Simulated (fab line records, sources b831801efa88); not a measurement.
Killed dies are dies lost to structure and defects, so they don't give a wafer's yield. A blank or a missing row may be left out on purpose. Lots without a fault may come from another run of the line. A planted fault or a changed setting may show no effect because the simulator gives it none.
fab line records | flow sky130
record lots=10 wafers=30 last_day=50
route steps=708 shown LDD_HVP@287 SD_P@329 SD_N@350 LI_CONTACT@363 PAD_OPEN@708
lots that met no fault: from a run of the same line without faults
start_h: hours from the record's first day to the start of the lot's first wafer shown | wait_h: hours since the lot's step before | " the same as in the row above | L1.1+2: a row that stands for several wafers | - no value, or no start given | * or withheld: withheld | < > ~ a bound
route shown NAME@n: a module of which the file shows steps, and the number in the route of the first | usual: mean/standard deviation of fault-free wafers | same: alike in all rows | chamber/n: place in a boat | sites: the reading at each site | _std_site: their standard deviation | _edge_site: outer sites' mean less inner sites' | radius_mm: how far each site lies from the wafer's centre | mask NAME#n: copy n | behind: the tool/chamber that last shaped the wafer | hold: why the lot was held/for how many hours/how that ended | device: the transistor (n, p or np) that didn't switch | end of line: the same wafers' tests at the end of the route | a step without rows: its recipe alone | killed: dies lost to structure and defects at the first sort, not the wafer's yield | map: a wafer's dies, x killed, . not, _ none there
set.NAME: the setting as run; set.NAME@STEP: as run at that earlier step | model.NAME: the simulator's own value behind a step, which no gauge read
steps of the route over a sample of lots; a table a step, a row a wafer
services: from which hour (start_h, from the record's first day; less than 0 if before it) a tool's chamber was out of use, for how many hours, and why
## steps
# step SKY_LDD_HVP_STRIP_09
# recipe chemistry=O2/N2 power_w=1400 pressure_mtorr=1500 platen_temp_c=withheld o2_flow_sccm=3000 n2_flow_sccm=300 overash_fraction=0.5
# usual drypump_motor_current_A=5.7/0.3 oes_product_au=0.408/0.0042 strip_time_to_endpoint_s=4.127/0.015
# columns lot.wafer tool chamber start_h wait_h drypump_motor_current_A oes_product_au rf_hours_counter_h strip_time_to_endpoint_s
L442.1 plasma_asher-03 1 567.13 0.1 6.1 0.411 13 4.127
L442.4 " 1 " " 6.2 0.401 - 4.132
L442.6 " 0 " " 5.8 0.412 - 4.124
L443.1 plasma_asher-03 1 568.03 0.1 6.2 0.405 13 4.115
L443.3 " 1 " " 6.2 0.408 - 4.112
L443.6 " 0 " " 5.8 0.411 - 4.118
L444.1 plasma_asher-04 1 580.58 0.1 5.7 0.408 47 4.139
L444.4 " 0 " " 5.9 0.408 - 4.129
L444.6 " 1 " " 5.7 0.407 - 4.134
L446.2 plasma_asher-01 0 584.54 0.1 5.3 0.406 89 4.125
L446.5 " 0 " " 5.3 0.412 - 4.112
L446.6 " 1 " " 5.5 0.408 - 4.120
L445.2 plasma_asher-04 0 587.37 0.1 5.9 0.408 47 4.136
L445.3 " 1 " " 5.8 0.415 - 4.164
L445.5 " 1 " " 5.7 0.404 - 4.171
L447.1 plasma_asher-01 1 587.67 0.1 5.5 0.410 90 4.118
L447.2 " 0 " " 5.3 0.412 90 4.123
L447.5 " 1 " " 5.5 0.415 - 4.137
L448.1 plasma_asher-04 1 588.89 0.1 5.7 0.402 47 4.123
L448.3 " 1 " " 5.7 0.408 - 4.119
L448.4 " 0 " " 5.9 0.412 - 4.137
L455.1 plasma_asher-04 0 661.53 0.1 5.8 0.412 53 4.131
L455.3 " 1 " " 5.7 0.413 - 4.130
L455.6 " 1 " " 5.7 0.411 - 4.131
L460.2 plasma_asher-01 0 682.17 0.1 5.3 0.406 100 4.124
L460.4 " 1 " " 5.5 0.405 - 4.123
L460.5 " 0 " " 5.3 0.411 - 4.129
L459.3 plasma_asher-04 0 685.01 0.1 5.9 0.403 - 4.111
L459.4 " 1 " " 5.7 0.406 - 4.128
L459.5 " 0 " " 5.9 0.411 - 4.117
# step SKY_SD_P_IMPLANT_09
# recipe species=BF2 energy_kev=20 dose_cm2=3e+15 tilt_deg=0
# usual beam_on_s=14.9/0.75 dose_ions_cm2=3e+15/3.2e+12
# columns lot.wafer tool chamber start_h wait_h beam_on_s dose_ions_cm2
L442.1 implanter-04 0 656.20 0.0 14.0 3.002e+15
L442.4 " 0 " " 14.6 2.998e+15
L442.6 " 0 " " 14.5 3.004e+15
L443.1 implanter-04 0 657.25 0.0 18.9 3.865e+15
L443.3 " 0 " " 19.3 3.87e+15
L443.6 " 0 " " 18.5 3.871e+15
L444.1 implanter-02 0 669.10 0.0 14.2 2.994e+15
L444.4 " 0 " " 14.0 2.999e+15
L444.6 " 0 " " 14.1 3e+15
L446.2 implanter-03 0 672.97 0.0 16.0 2.995e+15
L446.5 " 0 " " 16.2 3.003e+15
L446.6 " 0 " " 16.0 2.998e+15
L445.2 implanter-04 0 674.19 0.0 18.8 3.865e+15
L445.3 " 0 " " 19.0 3.871e+15
L445.5 " 0 " " 18.7 3.87e+15
L447.1 implanter-04 0 677.71 0.0 18.4 3.87e+15
L447.2 " 0 " " 18.7 3.864e+15
L447.5 " 0 " " 18.4 3.873e+15
L448.1 implanter-03 0 678.01 0.0 16.1 3.004e+15
L448.3 " 0 " " 15.3 3.002e+15
L448.4 " 0 " " 15.8 3.006e+15
L455.1 implanter-04 0 746.35 0.0 14.5 2.995e+15
L455.3 " 0 " " 13.7 3e+15
L455.6 " 0 " " 14.3 2.999e+15
L460.2 implanter-02 0 765.84 0.0 14.5 2.994e+15
L460.4 " 0 " " 14.3 3e+15
L460.5 " 0 " " 14.1 3.002e+15
L459.3 implanter-04 0 769.85 0.1 14.3 2.993e+15
L459.4 " 0 " " 14.3 3e+15
L459.5 " 0 " " 14.1 3.001e+15
# step SKY_SD_P_STRIP_10
# recipe chemistry=O2/N2 power_w=1400 pressure_mtorr=1500 platen_temp_c=withheld o2_flow_sccm=3000 n2_flow_sccm=300 overash_fraction=0.5
# usual drypump_motor_current_A=5.7/0.5 oes_product_au=0.617/0.0049 strip_time_to_endpoint_s=17.48/0.047
# columns lot.wafer tool chamber start_h wait_h drypump_motor_current_A oes_product_au rf_hours_counter_h strip_time_to_endpoint_s
L442.1 plasma_asher-04 0 656.35 0.1 5.8 0.612 53 17.44
L442.4 " 0 " " 5.9 0.617 - 17.52
L442.6 " 0 " " 5.8 0.609 - 17.49
L443.1 plasma_asher-03 1 657.40 0.1 6.2 0.606 22 17.99
L443.3 " 1 " " 6.2 0.602 - 18.05
L443.6 " 0 " " 5.8 0.592 - 17.97
L444.1 plasma_asher-03 1 669.25 0.1 6.2 0.619 23 17.49
L444.4 " 1 " " 6.2 0.613 - 17.50
L444.6 " 0 " " 5.8 0.611 - 17.52
L446.2 plasma_asher-03 1 673.10 0.1 6.2 0.615 24 17.47
L446.5 " 1 " " 6.2 0.621 - 17.42
L446.6 " 0 " " 5.8 0.623 - 17.46
L445.2 plasma_asher-02 0 674.31 0.1 6.1 0.611 86 17.91
L445.3 " 1 " " 4.8 0.601 - 17.95
L445.5 " 0 " " 6.1 0.608 - 17.89
L447.1 plasma_asher-03 0 677.86 0.1 5.8 0.606 24 17.98
L447.2 " 1 " " 6.2 0.610 24 17.97
L447.5 " 1 " " 6.2 0.609 - 17.92
L448.1 plasma_asher-04 0 678.16 0.1 5.8 0.610 55 17.50
L448.3 " 1 " " 5.7 0.619 - 17.50
L448.4 " 0 " " 5.8 0.613 - 17.53
L455.1 plasma_asher-02 0 746.50 0.1 6.1 0.622 93 17.49
L455.3 " 0 " " 6.1 0.620 - 17.45
L455.6 " 1 " " 4.8 0.617 - 17.49
L460.2 plasma_asher-02 0 765.96 0.1 6.1 0.617 95 17.51
L460.4 " 0 " " 6.1 0.614 - 17.53
L460.5 " 1 " " 4.8 0.614 - 17.56
L459.3 plasma_asher-04 0 769.98 0.1 5.9 0.617 - 17.43
L459.4 " 1 " " 5.7 0.605 - 17.42
L459.5 " 0 " " 5.8 0.619 - 17.42
# step SKY_SD_P_TW_MEAS_11
# usual SD_P_TW=2822/15
# columns lot.wafer tool chamber start_h wait_h hold SD_P_TW
L442.1 film_metro-01 - 656.45 0.1 - 2832
L442.4 " - " " - 2817
L442.6 " - " " - 2826
L443.1 film_metro-03 - 657.50 0.1 await_dispo/0.2h/release 2955
L443.3 " - " " await_dispo/0.2h/release 2949
L443.6 " - " " await_dispo/0.2h/release 2971
L443.1 film_metro-03 - 657.72 0.2 - 2971
L443.3 " - " " - 2968
L443.6 " - " " - 2954
L444.1 film_metro-01 - 669.35 0.1 - 2806
L444.4 " - " " - 2808
L444.6 " - " " - 2810
L446.2 film_metro-01 - 673.21 0.1 - 2817
L446.5 " - " " - 2802
L446.6 " - " " - 2806
L445.2 film_metro-03 - 674.42 0.1 await_dispo/0.2h/release 2968
L445.3 " - " " await_dispo/0.2h/release 2964
L445.5 " - " " await_dispo/0.2h/release 2963
L445.2 film_metro-03 - 674.65 0.2 - 2965
L445.3 " - " " - 2964
L445.5 " - " " - 2971
L447.1 film_metro-01 - 677.96 0.1 await_dispo/0.2h/release 2927
L447.2 " - " " await_dispo/0.2h/release 2935
L447.5 " - " " await_dispo/0.2h/release 2936
L447.1 film_metro-01 - 678.19 0.2 - 2937
L447.2 " - " " - 2937
L447.5 " - " " - 2934
L448.1 film_metro-02 - 678.26 0.1 - 2817
L448.3 " - " " - 2820
L448.4 " - " " - 2824
L455.1 film_metro-02 - 746.60 0.1 - 2806
L455.3 " - " " - 2816
L455.6 " - " " - 2820
L460.2 film_metro-03 - 766.07 0.1 - 2848
L460.4 " - " " - 2828
L460.5 " - " " - 2860
L459.3 film_metro-01 - 770.07 0.1 - 2819
L459.4 " - " " - 2821
L459.5 " - " " - 2817
# step SKY_SD_N_OVL_MEAS_08
# usual SD_N_OVL=-0.1/1.5
# columns lot.wafer tool chamber start_h wait_h SD_N_OVL[nm]
L442.1 overlay-01 - 711.26 0.1 -0.8
L442.4 " - " " 0.3
L442.6 " - " " 0.5
L443.1 overlay-02 - 713.73 0.1 0.1
L443.3 " - " " 1.1
L443.6 " - " " -0.4
L444.1 overlay-02 - 723.80 0.1 0.1
L444.4 " - " " -0.7
L444.6 " - " " -0.8
L446.2 overlay-02 - 728.52 0.1 -2.1
L446.5 " - " " -0.3
L446.6 " - " " -0.8
L445.2 overlay-01 - 729.63 0.1 -0.8
L445.3 " - " " -1.1
L445.5 " - " " -0.3
L447.1 overlay-02 - 733.76 0.1 -0.3
L447.2 " - " " 0.5
L447.5 " - " " 0.0
L448.1 overlay-01 - 733.90 0.1 -1.2
L448.3 " - " " -0.4
L448.4 " - " " -0.3
L455.1 overlay-01 - 800.50 0.1 0.4
L455.3 " - " " -1.6
L455.6 " - " " -0.8
L460.2 overlay-02 - 818.92 0.1 -0.4
L460.4 " - " " 0.3
L460.5 " - " " -0.9
L459.3 overlay-02 - 823.19 0.1 -1.3
L459.4 " - " " 1.5
L459.5 " - " " -0.5
# step SKY_SD_N_RS_MEAS_17
# recipe thk_meas_gauge=four-point-probe
# usual SD_P_RS=147.1/0.37
# columns lot.wafer tool chamber start_h wait_h hold SD_P_RS[ohm/sq]
L442.1 film_metro-03 - 712.11 0.1 - 147.5
L442.4 " - " " - 146.9
L442.6 " - " " - 146.9
L443.1 film_metro-01 - 714.57 0.1 await_dispo/0.2h/release 143.2
L443.3 " - " " await_dispo/0.2h/release 143.2
L443.6 " - " " await_dispo/0.2h/release 143.9
L443.1 film_metro-01 - 714.86 0.3 - 142.7
L443.3 " - " " - 143.3
L443.6 " - " " - 143.6
L444.1 film_metro-01 - 724.65 0.1 - 147.7
L444.4 " - " " - 147.8
L444.6 " - " " - 147.9
L446.2 film_metro-03 - 729.38 0.1 - 146.6
L446.5 " - " " - 146.9
L446.6 " - " " - 146.7
L445.2 film_metro-02 - 730.49 0.1 await_dispo/0.2h/release 143.3
L445.3 " - " " await_dispo/0.2h/release 143.3
L445.5 " - " " await_dispo/0.2h/release 143.8
L445.2 film_metro-02 - 730.77 0.3 - 143.5
L445.3 " - " " - 143.7
L445.5 " - " " - 143.8
L447.1 film_metro-03 - 734.60 0.1 await_dispo/0.2h/release 143.5
L447.2 " - " " await_dispo/0.2h/release 143.8
L447.5 " - " " await_dispo/0.2h/release 143.6
L447.1 film_metro-03 - 734.89 0.3 - 143.5
L447.2 " - " " - 143.4
L447.5 " - " " - 143.4
L448.1 film_metro-01 - 734.75 0.1 - 147.2
L448.3 " - " " - 147.6
L448.4 " - " " - 147.0
L455.1 film_metro-01 - 801.35 0.1 - 146.5
L455.3 " - " " - 147.5
L455.6 " - " " - 146.7
L460.2 film_metro-02 - 819.78 0.1 - 146.9
L460.4 " - " " - 147.4
L460.5 " - " " - 146.8
L459.3 film_metro-01 - 824.06 0.1 - 146.6
L459.4 " - " " - 147.0
L459.5 " - " " - 146.9
# step SKY_LI_CONTACT_THK_MEAS_01
# recipe reads=PSG_of_LI_CONTACT_HDPCVD_00
# usual LI_CONTACT_HDPCVD_THK=937/12
# columns lot.wafer tool chamber start_h wait_h LI_CONTACT_HDPCVD_THK[nm]
L442.1 film_metro-01 - 712.52 0.1 926
L442.4 " - " " 938
L442.6 " - " " 942
L443.1 film_metro-02 - 718.31 0.1 932
L443.3 " - " " 919
L443.6 " - " " 934
L444.1 film_metro-01 - 725.01 0.1 925
L444.4 " - " " 930
L444.6 " - " " 933
L446.2 film_metro-01 - 729.73 0.1 936
L446.5 " - " " 933
L446.6 " - " " 922
L445.2 film_metro-03 - 732.83 0.1 960
L445.3 " - " " 958
L445.5 " - " " 954
L448.1 film_metro-03 - 735.12 0.1 935
L448.3 " - " " 927
L448.4 " - " " 923
L447.1 film_metro-01 - 738.76 0.1 943
L447.2 " - " " 944
L447.5 " - " " 936
L455.1 film_metro-02 - 801.71 0.1 936
L455.3 " - " " 931
L455.6 " - " " 942
L460.2 film_metro-01 - 820.13 0.1 924
L460.4 " - " " 931
L460.5 " - " " 939
L459.3 film_metro-03 - 824.40 0.1 921
L459.4 " - " " 918
L459.5 " - " " 914
# step SKY_PAD_OPEN_PROBE_99
# usual killed_at_M0_to_M3=42/6.4 killed_at_M4_up=2.9/1.7 killed_at_contacts=25/5.2 killed_at_front_end=16/4.4 killed_at_other=0.4/0.65 killed_dies=86/9.2 killed_open=47/6.6 killed_short=39/5.8
# same gross_dies=492 killed_at_back_side=0
# columns lot.wafer tool chamber start_h wait_h killed_at_M0_to_M3 killed_at_M4_up killed_at_contacts killed_at_front_end killed_at_other killed_dies killed_open killed_short
L447.1 prober-02 - 1141.04 0.1 43 4 26 10 0 83 47 35
L447.2 prober-02 - 1141.09 0.1 38 1 28 18 0 85 47 38
L447.5 prober-02 - 1141.24 0.2 39 2 26 14 1 82 39 42
L448.1 prober-01 - 1142.44 0.1 51 5 26 21 2 105 58 47
L448.3 prober-01 - 1142.54 0.2 39 7 23 13 0 82 46 36
L448.4 prober-01 - 1142.59 0.2 37 5 23 13 0 78 40 38
# killed by level:class
L447.1 CONTACT:geometric_particle:open=9 VIA2:geometric_particle:open=8 LI_CONTACT:geometric_particle:open=7 METAL1:geometric_particle:short=6 VIA1:geometric_particle:open=5 METAL3:geometric_particle:short=5 VIA3:geometric_particle:open=5 LOCAL_INTERCONNECT:geometric_particle:short=4
L447.2 FIELD_ISO:geometric_particle:short=8 LI_CONTACT:geometric_particle:open=8 CONTACT:geometric_particle:open=7 VIA3:geometric_particle:open=7 VIA1:geometric_particle:open=6 FIELD_ISO:geometric_particle:open=5 CONTACT:geometric_particle:short=5 METAL1:geometric_particle:short=5
L447.5 CONTACT:geometric_particle:open=13 METAL1:geometric_particle:short=7 LI_CONTACT:geometric_particle:open=6 METAL2:geometric_particle:short=6 POLY_GATE:geometric_particle:short=5 VIA2:geometric_particle:open=5 VIA3:geometric_particle:open=5 FIELD_ISO:geometric_particle:open=4
L448.1 VIA1:geometric_particle:open=15 CONTACT:geometric_particle:short=10 VIA3:geometric_particle:open=10 FIELD_ISO:geometric_particle:open=7 CONTACT:geometric_particle:open=7 VIA1:geometric_particle:short=6 LI_CONTACT:geometric_particle:open=5 FIELD_ISO:geometric_particle:short=4
L448.3 CONTACT:geometric_particle:open=11 VIA2:geometric_particle:open=10 VIA1:geometric_particle:open=10 METAL4:geometric_particle:short=6 CONTACT:geometric_particle:short=5 VIA3:geometric_particle:open=5 POLY_GATE:geometric_particle:short=4 FIELD_ISO:geometric_particle:open=3
L448.4 CONTACT:geometric_particle:open=13 METAL2:geometric_particle:short=8 VIA2:geometric_particle:short=6 VIA1:geometric_particle:open=6 FIELD_ISO:geometric_particle:open=4 LI_CONTACT:geometric_particle:open=4 VIA1:geometric_particle:short=4 VIA2:geometric_particle:open=4
## services
# columns tool chamber start_h hours kind
implanter-02 - 555.79 2.4 repair
implanter-03 - 581.10 3.9 repair
plasma_asher-04 - 582.39 2.9 repair
plasma_asher-04 - 623.84 4.4 repair
plasma_asher-04 - 628.22 6.1 pm
plasma_asher-02 - 628.43 3.0 repair
implanter-03 - 633.57 2.7 repair
plasma_asher-01 - 635.74 2.8 pm
implanter-04 - 636.05 6.7 pm
plasma_asher-02 - 667.72 3.0 repair
plasma_asher-01 - 690.48 2.2 repair
implanter-04 - 696.72 2.1 repair
implanter-03 - 697.31 5.4 repair
implanter-02 - 722.34 2.0 pm
plasma_asher-01 - 732.02 1.7 repair
plasma_asher-01 - 733.75 9.0 pm
plasma_asher-01 0 733.75 9.0 vent_cycle
plasma_asher-01 1 733.75 9.0 vent_cycle
plasma_asher-01 0 742.75 - clean
plasma_asher-01 1 742.75 - clean
implanter-04 - 754.95 1.0 repair
plasma_asher-01 - 758.94 2.8 repair
## key
first_sign step=SKY_SD_P_IMPLANT_09 reading=dose_ions_cm2 direction=up sigmas=99+ usual=* struck=*
effect step=SKY_SD_P_IMPLANT_09 reading=beam_on_s direction=up sigmas=5.2 usual=14.9 struck=18.7
effect step=SKY_SD_P_STRIP_10 reading=strip_time_to_endpoint_s direction=up sigmas=10 usual=* struck=*
effect step=SKY_SD_P_TW_MEAS_11 reading=visit direction=added
effect step=SKY_SD_P_TW_MEAS_11 reading=SD_P_TW direction=up sigmas=8.8 usual=2822 struck=2952
effect step=SKY_SD_N_RS_MEAS_17 reading=SD_P_RS direction=down sigmas=9.8 usual=147.1 struck=143.5
met_at SKY_SD_P_IMPLANT_09
struck_lots L443,L445,L447
tester_left_out L443,L445,L447
not_acting_at SKY_LDD_HVP_STRIP_09,SKY_SD_N_OVL_MEAS_08,SKY_LI_CONTACT_THK_MEAS_01
onset_between 656.20 657.25
fault kind=process_parameter_drift tool=implanter-04 chamber=- onset_h=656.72 steps=SKY_SD_P_IMPLANT_09 channel=dose_cm2 offset=* shape=step end_h=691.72 acts_in=* stated=*
# tester_left_out: of these lots the tester's yield and bins aren't shown, on N5 and GAA mostly nor the transistor test; their killed dies are dies lost to structure and defects alone, not to doping, threshold or leakage, so they don't give the yield
